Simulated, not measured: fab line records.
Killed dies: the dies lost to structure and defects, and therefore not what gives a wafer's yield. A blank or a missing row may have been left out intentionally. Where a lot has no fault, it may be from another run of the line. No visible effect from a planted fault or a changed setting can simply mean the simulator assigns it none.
Which tool did it?    flow gf180mcu    24 lots with 72 wafers sampled at 5 steps, on a route of 602 steps

== WHAT THE GAUGES SHOWED, per wafer ==
GF_V2_OVL_MEAS_15. Usual: for V2_OVL the level is 0 nm and the standard deviation is 4.9.
lot   measured      on          V2_OVL (nm)  flag
L074  day 20 20:33  overlay-02  -3 -8 -4     
L075  day 21 02:16  overlay-02  9 5 5        
L076  day 21 13:07  overlay-01  -1 -3 1      
L077  day 22 02:26  overlay-02  -1 4 -1      
L078  day 22 07:58  overlay-01  -2 2 -1      
L079  day 22 10:22  overlay-02  -1 2 -4      
L081  day 23 10:41  overlay-01  4 2 -3       
L080  day 23 11:21  overlay-02  -3 8 1       
L082  day 23 15:38  overlay-02  4 -1 0       
L083  day 23 21:07  overlay-01  -4 -4 -2     
L084  day 25 01:49  overlay-01  1 2 6        
L085  day 25 01:56  overlay-01  4 3 8        
L086  day 25 03:25  overlay-01  -1 -1 -4     
L087  day 25 10:11  overlay-02  2 6 10       
L088  day 25 17:34  overlay-01  1 -2 -7      
L089  day 25 22:53  overlay-01  3 4 -2       
L090  day 26 06:01  overlay-01  -1 2 3       
L091  day 26 22:28  overlay-01  6 4 4        
L092  day 27 02:39  overlay-02  5 -2 8       
L093  day 27 03:04  overlay-01  9 4 7        
L094  day 27 08:49  overlay-01  3 -8 -3      
L095  day 27 15:25  overlay-02  1 1 -9       
L096  day 27 22:50  overlay-02  0 -3 -8      
L097  day 28 00:31  overlay-01  -9 -2 -5     

GF_V3_BOW_MEAS_05. Usual: for V3_BOW the level is 113 um and the standard deviation is 8.4.
lot   measured      on             V3_BOW (um)  flag
L074  day 22 00:09  film metro-02  118 108 122  
L075  day 22 04:46  film metro-01  93 109 100   
L076  day 22 15:47  film metro-02  128 105 102  
L077  day 23 03:58  film metro-01  114 116 128  
L078  day 23 10:52  film metro-03  106 96 97    
L079  day 24 02:49  film metro-01  111 113 117  
L081  day 24 10:20  film metro-01  123 123 117  
L080  day 24 11:08  film metro-02  116 113 116  
L082  day 24 16:50  film metro-03  106 101 113  
L083  day 24 21:58  film metro-03  127 118 117  
L084  day 26 01:49  film metro-02  117 112 130  
L085  day 26 02:00  film metro-03  121 109 122  
L086  day 26 04:36  film metro-02  107 104 108  
L087  day 26 10:11  film metro-02  114 123 122  
L088  day 26 17:26  film metro-02  116 122 118  
L089  day 26 23:17  film metro-01  120 125 120  
L090  day 27 05:17  film metro-03  112 113 110  
L091  day 27 22:11  film metro-03  111 120 105  
L092  day 28 01:53  film metro-01  104 103 108  
L093  day 28 02:29  film metro-01  117 108 104  
L094  day 28 08:04  film metro-03  117 103 102  
L095  day 28 14:25  film metro-03  113 107 121  
L096  day 28 21:52  film metro-03  112 119 130  
L097  day 28 23:14  film metro-02  117 117 125  

GF_V3_THK_MEAS_25: measures by xrf. Usual: for V3_W_THK the level is 360 nm and the standard deviation is 6.2.
lot   measured      on             V3_W_THK (nm)  flag
L074  day 23 01:19  film metro-02  348 350 359    
L075  day 23 05:58  film metro-03  360 359 354    
L076  day 23 16:07  film metro-03  359 359 373    
L077  day 24 03:38  film metro-02  367 363 359    
L078  day 24 08:53  film metro-02  351 356 350    
L079  day 25 01:38  film metro-03  352 365 360    
L081  day 25 08:49  film metro-03  367 352 366    
L080  day 25 09:36  film metro-02  363 354 358    
L082  day 25 15:26  film metro-02  353 359 357    
L083  day 25 19:58  film metro-03  353 369 368    
L084  day 27 00:04  film metro-03  356 352 359    
L085  day 26 23:53  film metro-02  363 364 355    
L086  day 27 03:02  film metro-03  354 363 360    
L087  day 27 08:10  film metro-03  355 362 356    
L088  day 27 14:55  film metro-02  356 358 361    
L089  day 27 21:04  film metro-02  352 360 354    
L090  day 28 03:11  film metro-01  367 364 358    
L091  day 28 19:14  film metro-01  372 361 369    
L092  day 28 22:59  film metro-02  357 356 365    
L093  day 28 23:50  film metro-02  363 354 360    
L094  day 29 04:55  film metro-01  369 368 370    
L095  day 29 11:59  film metro-03  358 358 357    
L096  day 29 19:10  film metro-01  363 365 368    
L097  day 29 20:24  film metro-03  363 371 371    

== WHAT TOOL EACH LOT RAN ON (gives the tool, then ch and the chambers of the sampled wafers, and finally the start) ==
lot   GF_SALICIDE_RTA_06                GF_M2_SPUTTER_00
L074  rtp anneal-01 ch 0, day 15 14:59  pvd sputter-01, day 18 16:55
L075  rtp anneal-01 ch 0, day 15 19:51  pvd sputter-01, day 18 23:15
L076  rtp anneal-02 ch 0, day 16 06:05  pvd sputter-03, day 19 09:56
L077  rtp anneal-01 ch 0, day 16 19:16  pvd sputter-03, day 20 00:54
L078  rtp anneal-02 ch 0, day 16 23:59  pvd sputter-03, day 20 05:45
L079  rtp anneal-02 ch 0, day 17 03:52  pvd sputter-03, day 20 09:14
L081  rtp anneal-01 ch 0, day 18 01:59  pvd sputter-04, day 21 09:46
L080  rtp anneal-01 ch 0, day 18 02:50  pvd sputter-01, day 21 10:04
L082  rtp anneal-02 ch 0, day 18 09:22  pvd sputter-04, day 21 15:23
L083  rtp anneal-02 ch 0, day 18 13:59  pvd sputter-01, day 21 20:26
L084  rtp anneal-01 ch 0, day 19 13:49  pvd sputter-03, day 22 19:18
L085  rtp anneal-01 ch 0, day 19 15:44  pvd sputter-04, day 22 22:17
L086  rtp anneal-01 ch 0, day 19 23:29  pvd sputter-01, day 23 04:43
L087  rtp anneal-01 ch 0, day 20 09:38  pvd sputter-01, day 23 13:25
L088  rtp anneal-02 ch 0, day 20 16:40  pvd sputter-01, day 23 21:27
L089  rtp anneal-01 ch 0, day 20 23:14  pvd sputter-03, day 24 02:45
L090  rtp anneal-02 ch 0, day 21 06:51  pvd sputter-03, day 24 09:02
L091  rtp anneal-02 ch 0, day 21 16:07  pvd sputter-04, day 25 03:11
L092  rtp anneal-01 ch 0, day 22 03:51  pvd sputter-04, day 25 06:10
L093  rtp anneal-02 ch 0, day 22 06:46  pvd sputter-04, day 25 07:03
L094  rtp anneal-02 ch 0, day 22 13:35  pvd sputter-04, day 25 12:44
L095  rtp anneal-01 ch 0, day 22 20:31  pvd sputter-03, day 25 19:54
L096  rtp anneal-01 ch 0, day 23 03:38  pvd sputter-04, day 26 04:10
L097  rtp anneal-01 ch 0, day 23 07:22  pvd sputter-04, day 26 06:29
- GF_SALICIDE_RTA_06: time 30 s.
- GF_M2_SPUTTER_00: material Ti, target thk 37.5 nm, time 150 s.

== WHAT THE TOOLS THEMSELVES READ (means of the sampled wafers that have a number; where no wafer has one, the mark that the record gives instead) ==
GF_SALICIDE_RTA_06. Usual: lamp power pct 6.0 %, standard deviation 0.32; wafer_temp_C_max 531.8, standard deviation 0.45.
lot   tool           lamp power pct (%)  wafer_temp_C_max  flag
L074  rtp anneal-01  5.8                 532.1             
L075  rtp anneal-01  5.8                 531.5             
L076  rtp anneal-02  6.4                 531.3             
L077  rtp anneal-01  5.8                 531.9             
L078  rtp anneal-02  6.4                 531.3             
L079  rtp anneal-02  6.4                 531.7             
L081  rtp anneal-01  5.8                 531.7             
L080  rtp anneal-01  5.8                 531.9             
L082  rtp anneal-02  6.4                 531.6             
L083  rtp anneal-02  6.4                 531.1             
L084  rtp anneal-01  5.8                 531.8             
L085  rtp anneal-01  5.8                 532.1             
L086  rtp anneal-01  5.8                 531.9             
L087  rtp anneal-01  5.8                 532.5             
L088  rtp anneal-02  6.4                 532.1             
L089  rtp anneal-01  5.8                 532.1             
L090  rtp anneal-02  6.4                 531.4             
L091  rtp anneal-02  6.4                 531.5             
L092  rtp anneal-01  5.8                 531.9             
L093  rtp anneal-02  6.4                 531.5             
L094  rtp anneal-02  6.4                 531.9             
L095  rtp anneal-01  5.8                 531.7             
L096  rtp anneal-01  5.8                 531.7             
L097  rtp anneal-01  5.8                 531.9             

GF_M2_SPUTTER_00. Usual: throttle valve pct reads 30.6 % (standard deviation 1.2).
lot   tool            throttle valve pct (%)  flag
L074  pvd sputter-01  30.7                    
L075  pvd sputter-01  30.4                    
L076  pvd sputter-03  30.3                    
L077  pvd sputter-03  31.0                    
L078  pvd sputter-03  30.7                    
L079  pvd sputter-03  30.5                    
L081  pvd sputter-04  30.7                    
L080  pvd sputter-01  30.3                    
L082  pvd sputter-04  31.2                    
L083  pvd sputter-01  30.1                    
L084  pvd sputter-03  30.5                    
L085  pvd sputter-04  30.8                    
L086  pvd sputter-01  30.4                    
L087  pvd sputter-01  30.3                    
L088  pvd sputter-01  30.6                    
L089  pvd sputter-03  31.1                    
L090  pvd sputter-03  30.7                    
L091  pvd sputter-04  31.2                    
L092  pvd sputter-04  31.3                    
L093  pvd sputter-04  32.4                    
L094  pvd sputter-04  31.1                    
L095  pvd sputter-03  31.3                    
L096  pvd sputter-04  29.6                    
L097  pvd sputter-04  31.2                    

== THE ANSWER, worked out from the rows above alone ==
Rule: a lot is off if the mean of its wafers that have a number lies more than 3 standard deviations from the usual mean. A lot without any number at a reading at which 4 lots or more have one is off too. Where the step has rows for the other lots, those lots are counted as sound. First the gauges in route order, then the tools' own readings, where a lot's mean is used as printed above. At the first step where some lot is off, the reading lying furthest off is the one used; lots without a number count as furthest.
None of the lots is off at any reading shown; this tells nothing.

== WHAT THE SIMULATOR HAD PUT IN ==
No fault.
